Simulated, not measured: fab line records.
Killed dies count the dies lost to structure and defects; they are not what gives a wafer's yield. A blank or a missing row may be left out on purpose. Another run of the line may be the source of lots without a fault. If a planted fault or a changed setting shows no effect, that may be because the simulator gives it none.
Comparing a struck lot with a sound one    flow sky130    30 out of 708 route steps
Sound: the wafers L818.2, L818.4, L818.5. Wafers L832.1, L832.2, L832.4 were the ones struck. The cause is named last.
For every step that has rows: the tool of each side, followed by ch and its chambers, followed by its first start. Under that, the readings that differ: sound wafers    struck wafers    difference of the means    sigmas: that difference in standard deviations of wafers without a fault.
alike: same words and numbers on both sides, and readings whose means sit less than 2 such deviations apart. not compared: any withheld reading, any reading some wafer has no value for, any bound like >300 that may hide the same value, and any number with overlapping values for which the record gives no deviation.
Wherever a step has rows on one side only, a row that says differs or no value, or a row with sigmas, the two part there. Non-overlapping numbers with no deviation appear without sigmas and do not part them. A reading that every wafer of one side lacks parts them only if that side has two wafers or more.

first, 5 steps without rows for these wafers: SKY_SONOS_ONO_COAT_08 (resist thk 1140 nm); SKY_SONOS_ONO_SOFTBAKE_09 (time 60 s); SKY_SONOS_ONO_EXPOSE_10 (exposes mask ONOM, target cd 410 nm); SKY_SONOS_ONO_PEB_11; SKY_SONOS_ONO_DEVELOP_12 (develop time 60 s).
SKY_SONOS_ONO_CD_MEAS_13: target cd 410 nm.
  sound: cd sem-02 at day 12 18:31; struck: cd sem-02 at day 17 11:57
  alike: cd nm
SKY_SONOS_ONO_OVL_MEAS_14:
  sound: overlay-02 at day 12 18:38; struck: overlay-01 at day 17 12:04
  alike: SONOS_ONO_OVL
SKY_SONOS_ONO_ETCH_15: etches the open film in CHF3/O2, target depth 19.52 nm, time 7.8 s.
  sound on rie diel-02 ch 0,2,3, day 12 18:40; struck on rie diel-03 ch 0,1,3, day 17 12:06
  alike: bias w, drypump motor current A, oes product au, throttle valve pct
  not compared: rf hours counter h
then, 1 step without rows for these wafers: SKY_SONOS_ONO_WET_ETCH_16 (etches SiO2 in dHF, target depth 14 nm, time 280 s).
SKY_SONOS_ONO_STRIP_17: strips in O2/N2.
  sound on plasma asher-03 ch 0,1, day 12 18:46; struck on plasma asher-01 ch 0,1, day 17 12:13
  alike: drypump motor current A, oes product au, strip time to endpoint s
  not compared: rf hours counter h
then, 2 steps without rows for these wafers: SKY_SONOS_ONO_WET_ETCH_18 (etches Si3N4 in H3PO4, target depth 15 nm, time 172 s); SKY_GATE_OXIDE_CLEAN_00 (cleans in SC1/SC2, time 150 s).
SKY_GATE_OXIDE_OXIDATION_01: stabilise 600 s, purge 300 s, target thk 10.268 nm.
  sound on furnace-02 ch 0, day 12 20:20; struck on furnace-01 ch 0, day 17 14:18
reading                                            sound              struck             difference  sigmas
model.SiO2_of_GATE_OXIDE_OXIDATION_01.thk nm (nm)  10.38 10.35 10.44  6.189 6.466 6.155  -4.120      
  alike: spike tc centre C, spike tc lower C, spike tc upper C
SKY_GATE_OXIDE_THK_MEAS_02:
  sound: film metro-03 at day 12 21:45; struck: film metro-01 at day 17 15:43
reading                           sound              struck          difference  sigmas
GATE_OXIDE_OXIDATION_00_THK (nm)  10.32 10.30 10.44  6.18 6.46 6.15  -4.09       -19
then, 7 steps without rows for these wafers: SKY_GATE_OXIDE_DEHYDRATE_03 (time 60 s); SKY_GATE_OXIDE_HMDS_04 (prime time 60 s); SKY_GATE_OXIDE_COAT_05 (resist thk 1140 nm); SKY_GATE_OXIDE_SOFTBAKE_06 (time 60 s); SKY_GATE_OXIDE_EXPOSE_07 (exposes mask LVOM, target cd 600 nm); SKY_GATE_OXIDE_PEB_08; SKY_GATE_OXIDE_DEVELOP_09 (develop time 60 s).
SKY_GATE_OXIDE_OVL_MEAS_10:
  sound: overlay-01 at day 13 23:22; struck: overlay-01 at day 18 21:42
  alike: GATE_OXIDE_OVL
then, 2 steps without rows for these wafers: SKY_GATE_OXIDE_IMPLANT_11; SKY_GATE_OXIDE_WET_ETCH_12 (etches SiO2 in dHF, target depth 16.8 nm, time 336 s).
SKY_GATE_OXIDE_STRIP_13: strips in O2/N2.
  sound on plasma asher-02 ch 0, day 13 23:39; struck on plasma asher-01 ch 0,1, day 18 22:05
  alike: drypump motor current A, oes product au, strip time to endpoint s
  not compared: rf hours counter h
SKY_GATE_OXIDE_TW_MEAS_14:
  sound: film metro-03 at day 13 23:46; struck: film metro-03 at day 18 22:11
  alike: GATE_OXIDE_TW
then, 1 step without rows for these wafers: SKY_GATE_OXIDE_CLEAN_15 (cleans in SC1/SC2, time 150 s).
SKY_GATE_OXIDE_OXIDATION_16: stabilise 600 s, purge 300 s, target thk 3.57 nm.
  sound on furnace-02 ch 0, day 14 02:40; struck on furnace-01 ch 0, day 18 22:53
reading                                            sound              struck             difference  sigmas
model.SiO2_of_GATE_OXIDE_OXIDATION_01.thk nm (nm)  11.79 11.73 11.83  7.874 8.114 7.852  -3.837      
  alike: spike tc centre C, spike tc lower C, spike tc upper C
then, 1 step without rows for these wafers: SKY_POLY_GATE_CVD_00 (deposits poly-Si, target thk 180 nm, time 720 s).
-- the record jumps here: 30 days lie between the struck wafers' starts before and after (it left off in module POLY_GATE and takes up again in module PAD_OPEN, whose first step shown is number 708 of the route) --
SKY_PAD_OPEN_PROBE_99:
  sound: prober-01 at day 46 01:49; struck: prober-01 at day 49 08:22
reading                                 sound      struck     difference  sigmas
model.etest.nfet_16v.r on ohm um        1.392e+04  1.228e+04  -1.640e+03  
model.etest.pfet_16v.r on ohm um        1.529e+04  1.391e+04  -1.380e+03  
model.etest.pfet g5v0d10v5.r on ohm um  4703       3948       -755        
model.etest.tip sonos.rs ohm sq         2739       2091       -648        
model.etest.nfet g5v0d10v5.r on ohm um  1877       1548       -329        
model.etest.nfet g5v0d10v5.drive ua um  607.4      845.3      +237.9      
model.etest.nfet_05v0_nvt.drive ua um   580.4      775.5      +195.1      
model.etest.tip p.rs ohm sq             6941       6636       -305        

## WHERE THEY PART
SKY_GATE_OXIDE_THK_MEAS_02 only, going by this record. Later steps at which nothing parts them and some readings are alike: SKY_GATE_OXIDE_OVL_MEAS_10, SKY_GATE_OXIDE_STRIP_13, SKY_GATE_OXIDE_TW_MEAS_14, SKY_GATE_OXIDE_OXIDATION_16.

WHY: what the simulator had put in
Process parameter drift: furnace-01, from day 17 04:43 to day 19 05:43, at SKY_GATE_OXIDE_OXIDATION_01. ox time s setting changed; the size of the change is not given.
